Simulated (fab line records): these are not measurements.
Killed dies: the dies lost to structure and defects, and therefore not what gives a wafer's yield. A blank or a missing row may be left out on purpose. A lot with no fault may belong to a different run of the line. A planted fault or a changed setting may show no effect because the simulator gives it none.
The same fault as seen by 2 desks :: flow gf180mcu :: only its own numbers are on each desk; what lay behind them is given at the end

== THE METROLOGY DESK ==
What the gauges read for every lot (on any tool): the sampled wafers with a number, averaged. Marked OUT: a lot whose mean sits more than 4 standard deviations from the usual mean, which makes it out of limits; the brackets give that distance.
Columns: A = INCOMING_BOW at GF_STI_BOW_MEAS_00, usual 0 um; B = STI_CVD_23_THK at GF_STI_THK_MEAS_24, usual 644 nm; C = MVSD_OVL at GF_MVSD_OVL_MEAS_07, usual -0.5 nm
lot: L537
first seen here: day 1 10:00
A: -4
B: 642
C: -0.6

lot: L538
first seen here: day 1 15:00
A: 3
B: 638
C: -2.0

lot: L539
first seen here: day 1 20:02
A: -2
B: 642
C: 0.5

lot: L540
first seen here: day 2 01:02
A: -3
B: 677 (+5.0) OUT
C: -0.6

lot: L542
first seen here: day 2 11:04
A: 2
B: 692 (+7.3) OUT
C: 0.5

lot: L543
first seen here: day 2 16:04
A: 11
B: 688 (+6.6) OUT
C: 0.4

lot: L554
first seen here: day 4 23:02
A: 0
B: 649
C: -1.3

lot: L555
first seen here: day 5 04:00
A: 2
B: 645
C: -0.1

lot: L556
first seen here: day 5 09:00
A: 1
B: 641
C: -1.4

lot: L557
first seen here: day 5 14:00
A: -2
B: 649
C: -1.5

lot: L558
first seen here: day 5 19:04
A: 2
B: 649
C: -0.7

lot: L559
first seen here: day 6 00:00
A: -7
B: 632
C: -1.4

lot: L560
first seen here: day 6 05:00
A: -6
B: 644
C: -0.8
This desk's result: L540, L542, L543 out of limits, first on L540 (STI_CVD_23_THK at GF_STI_THK_MEAS_24), day 2 19:52. L537, L538, L539, L554, L555, L556, L557, L558, L559, L560 stayed within limits.

== AT THE TOOL OWNER'S DESK: hdpcvd-01 ==
The tool's own readings at GF_STI_CVD_23 (deposits SiO2, target thk 650 nm, time 108.3 s): means of the sampled wafers that have a number, for each lot that ran on this tool. Marked OUT: a lot whose mean sits more than 4 standard deviations from the usual mean, which makes it out of limits; the brackets give that distance.
Columns: A = susceptor_temp_C at GF_STI_CVD_23, usual 600.0 C
lot: L538
first seen here: day 2 08:54
A: 600.3

lot: L539
first seen here: day 2 13:05
A: 599.9

lot: L540
first seen here: day 2 19:46
A: 600.1

lot: L542
first seen here: day 3 08:33
A: 600.0

lot: L543
first seen here: day 3 11:03
A: 599.9

lot: L554
first seen here: day 5 20:04
A: 600.2

lot: L555
first seen here: day 6 04:41
A: 599.7

lot: L556
first seen here: day 6 13:01
A: 600.0
This desk found nothing out of limits on any of the 8 lots.

== ALL TOGETHER ==
On L540, L542, L543, the metrology desk was in a position to raise an alarm at day 2 19:52.
The desk of the tool owner found nothing out of limits.
The tool owner's desk has L540, L542, L543 on record, within its limits.
Of the lots named, all ran GF_STI_CVD_23 on hdpcvd-01.

== WHAT THE SIMULATOR HAD PUT IN ==
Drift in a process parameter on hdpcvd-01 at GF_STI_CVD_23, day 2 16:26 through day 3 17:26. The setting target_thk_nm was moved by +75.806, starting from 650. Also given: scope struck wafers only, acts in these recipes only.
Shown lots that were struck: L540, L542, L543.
Delay in hours, fault start to first out-of-limits reading, per desk: metrology desk 3.
